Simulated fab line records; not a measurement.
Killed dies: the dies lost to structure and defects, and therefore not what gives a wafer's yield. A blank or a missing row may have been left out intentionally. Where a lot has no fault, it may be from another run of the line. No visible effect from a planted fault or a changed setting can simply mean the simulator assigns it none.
Split-lot study ; flow sky130 ; 5 lots, 27 wafers read, on a route of 708 steps

== ON THE SPLIT ==
At SKY_POLY_CUT_DEVELOP_07 (develop time 60 s), the setting develop-time-s was moved away from the recipe's 60 s on 9 of the 27 wafers read, by -30.2% to +23.2%. This setting was run at the recipe's value on the other wafers.

Between the split and the reading, the file records no step.

== THE READING ==
Shown in nm: cd-nm at SKY_POLY_CUT_CD_MEAS_08, with target cd 270 nm. A value of 269.9 nm with a standard deviation of 1.4 nm is what fault-free wafers of this fab line usually give.

wafer;tool, chamber at the split;develop-time-s as run, s;against the recipe;cd-nm, nm;against lot-mates on the recipe
L074.1;litho-track-02, 0;41.88;-30.2%;263.6;-5.2
L074.2;litho-track-02, 0;60;recipe;269.6;-
L074.3;litho-track-02, 0;60;recipe;268.2;-
L074.4;litho-track-02, 0;60;recipe;268.6;-
L074.5;litho-track-02, 0;41.88;-30.2%;262.2;-6.6
L074.6;litho-track-02, 0;41.88;-30.2%;261.2;-7.6
L076.3;litho-track-01, 0;60;recipe;271.5;-
L076.4;litho-track-01, 0;60;recipe;271.1;-
L076.5;litho-track-01, 0;60;recipe;269.6;-
L081.1;litho-track-04, 0;60;recipe;268.3;-
L081.2;litho-track-04, 0;42.36;-29.4%;264.5;-4.2
L081.3;litho-track-04, 0;42.36;-29.4%;262.2;-6.5
L081.4;litho-track-04, 0;60;recipe;269.3;-
L081.5;litho-track-04, 0;42.36;-29.4%;261.7;-7.0
L081.6;litho-track-04, 0;60;recipe;268.6;-
L082.1;litho-track-01, 0;73.92;+23.2%;273.4;+4.6
L082.2;litho-track-01, 0;73.92;+23.2%;273.9;+5.1
L082.3;litho-track-01, 0;60;recipe;268.6;-
L082.4;litho-track-01, 0;60;recipe;268.5;-
L082.5;litho-track-01, 0;73.92;+23.2%;273.2;+4.4
L082.6;litho-track-01, 0;60;recipe;269.2;-
L084.1;litho-track-02, 0;60;recipe;271.3;-
L084.2;litho-track-02, 0;60;recipe;271.9;-
L084.3;litho-track-02, 0;60;recipe;268.8;-
L084.4;litho-track-02, 0;60;recipe;272.0;-
L084.5;litho-track-02, 0;60;recipe;270.1;-
L084.6;litho-track-02, 0;60;recipe;271.9;-

FIT RESULTS
A straight line over all 27 wafers: cd-nm changes by +0.219 nm for each +1% of develop-time-s; r = +0.93; the points scatter about the line by 1.4 nm.
The same after taking each lot's own level away (the mean of its wafers on the recipe; 27 wafers): +0.207 nm for each +1%; r = +0.97; scatter 0.9 nm.
Per that fit: largest develop-time-s move, reading shift of 6.2 nm.
The lots' own levels span 268.73 to 271.00 nm, that is 1.6 times the standard deviation above.
So the lot-to-lot level changes the slope little: the two slopes agree.
Check: with one of the wafers moved furthest among these (-30.2%) left out of the fit, the line predicts -6.44 nm for it against its lot-mates. Against them it came out at -5.2 nm.

== FURTHER SPLITS ON THESE WAFERS ==
Before the reading, these wafers also passed through other splits. Each is held against what the fit with the lots' levels taken away leaves over:
other split on the same wafers;wafers away from the commonest value;r with cd-nm (lot level and that fit taken away)
SKY_SONOS_ONO_ETCH_15 time-s;6;+0.08
SKY_POLY_GATE_DEVELOP_12 develop-time-s;9;-0.14
SKY_LDD_P_DEVELOP_06 develop-time-s;9;-0.15

== THE WHOLE CHAIN: every reading that the file lists as answering this split, in the file's order ==
step;what it does;reading;change (the file's fit);r (the file's)
SKY_POLY_CUT_CD_MEAS_08;target cd 270 nm;cd-nm;+0.207 nm for each +1% of the setting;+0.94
SKY_POLY_CUT_ETCH_10;etches BARC in N2/H2, stops on SiO2, time 45.9 s, target depth 60 nm;POLY_CUT.cd-nm (the simulator's own value, which no gauge read);+0.197 nm for each +1% of the setting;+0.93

== FILE'S OWN FIT ==
cd-nm changes by +0.207 nm for each +1% of develop-time-s, r = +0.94.
